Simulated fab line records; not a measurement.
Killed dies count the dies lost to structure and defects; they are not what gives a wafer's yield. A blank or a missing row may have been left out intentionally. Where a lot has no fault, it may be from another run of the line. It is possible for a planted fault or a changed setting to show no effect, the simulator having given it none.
Comparing a struck lot with a sound one + flow sfq line + 13 out of 325 route steps
Sound: wafers L249.1, L249.4, L249.5. Struck: wafer L257.1. (L257.4, L257.6 of the same lot were not struck and are left out.) The cause comes at the end.
Per side, at each step with rows, come the tool, then ch with its chambers, and then its first start. Under that, the readings that differ: sound wafers + struck wafers + difference of the means + sigmas: that difference in standard deviations of wafers without a fault.
alike: same words and numbers on both sides, and readings whose means sit less than 2 such deviations apart. not compared: any withheld reading, any reading some wafer has no value for, any bound like >300 that may hide the same value, and any number with overlapping values for which the record gives no deviation.
The two part at a step that has a row with sigmas, a row that says differs or no value, or rows on one side only. Numbers that have no deviation but don't overlap get no sigmas and don't part them. A reading missing from all wafers of one side parts the sides only when that side holds two or more wafers.

first, 1 step without rows for these wafers: SFQ_TRILAYER_M7_DEP_PRE_CLEAN_176 (time 22.5 s).
SFQ_TRILAYER_M7_DEP_SPUTTER_175: material Nb, target thk 200 nm, time 133.3 s.
  sound: pvd sputter-05 at day 76 22:58; struck: pvd sputter-05 at day 79 16:15
  alike: chamber pressure pa, throttle valve pct
SFQ_M7_RS_MEAS_943: the measuring method here is four-point-probe.
  sound: film metro-02 at day 76 23:04; struck: film metro-02 at day 79 16:20
  alike: M7_NB_RS
then, 6 steps without rows for these wafers: SFQ_TRILAYER_M7_LITHO_COAT_182 (resist thk 62 nm); SFQ_TRILAYER_M7_LITHO_COAT_177 (resist thk 600 nm); SFQ_TRILAYER_M7_LITHO_SOFTBAKE_181; SFQ_TRILAYER_M7_LITHO_EXPOSE_178 (exposes mask M7, target cd 500 nm); SFQ_TRILAYER_M7_LITHO_PEB_180 (peb time 60 s); SFQ_TRILAYER_M7_LITHO_DEVELOP_179 (time 60 s).
-- the record jumps here: 4 days lie between the struck wafers' starts before and after --
SFQ_M7_OVL_MEAS_945:
  sound: overlay-01 at day 79 17:34; struck: overlay-01 at day 83 13:22
  alike: M7_OVL
SFQ_TRILAYER_M7_BARC_OPEN_METAL_ETCH_229: etches BARC in O2, target depth 125 nm, time 41.7 s.
  sound on rie metal-02 ch 0,1, day 79 17:37; struck on rie metal-02 ch 0, day 83 13:24
| reading          | sound          | struck | difference | sigmas |
|------------------|----------------|--------|------------|--------|
| run length s (s) | 72.9 73.7 73.1 | 70.6   | -2.6       | -2     |
  alike: drypump motor current A, oes product au
  not compared: rf hours counter h
SFQ_TRILAYER_M7_ETCH_METAL_ETCH_180: etches Nb in Cl2/Ar, stops on SiO2, target depth 240 nm, time 120 s.
  sound on rie metal-02 ch 0,1, day 79 17:41; struck on rie metal-02 ch 0, day 83 13:28
| reading                                             | sound             | struck | difference | sigmas |
|-----------------------------------------------------|-------------------|--------|------------|--------|
| oes product au (a.u.)                               | 0.892 0.900 0.898 | 0.866  | -0.031     | -5     |
| run length s (s)                                    | 151.0 151.4 151.5 | 156.5  | +5.2       | +5     |
| model.KrF_of_TRILAYER_M7_LITHO_COAT_177.thk nm (nm) | 379.3 384.3 379.3 | 376.1  | -4.9       |        |
| model.SiO2_of_TRILAYER_I6_DEP_PECVD_165.thk nm (nm) | 192.1 192 192.8   | 191.5  | -0.8       |        |
  alike: drypump motor current A
  not compared: rf hours counter h
SFQ_TRILAYER_M7_STRIP_STRIP_181: strips in O2.
  sound on rie metal-02 ch 0,1, day 79 17:51; struck on rie metal-02 ch 0, day 83 13:35
  alike: drypump motor current A, oes product au
  not compared: rf hours counter h

## WHERE THEY PART
Last at SFQ_TRILAYER_M7_ETCH_METAL_ETCH_180 as far as this record goes, first at SFQ_TRILAYER_M7_BARC_OPEN_METAL_ETCH_229. Later steps at which nothing parts them and some readings are alike: SFQ_TRILAYER_M7_STRIP_STRIP_181.

WHY: the cause the simulator had injected
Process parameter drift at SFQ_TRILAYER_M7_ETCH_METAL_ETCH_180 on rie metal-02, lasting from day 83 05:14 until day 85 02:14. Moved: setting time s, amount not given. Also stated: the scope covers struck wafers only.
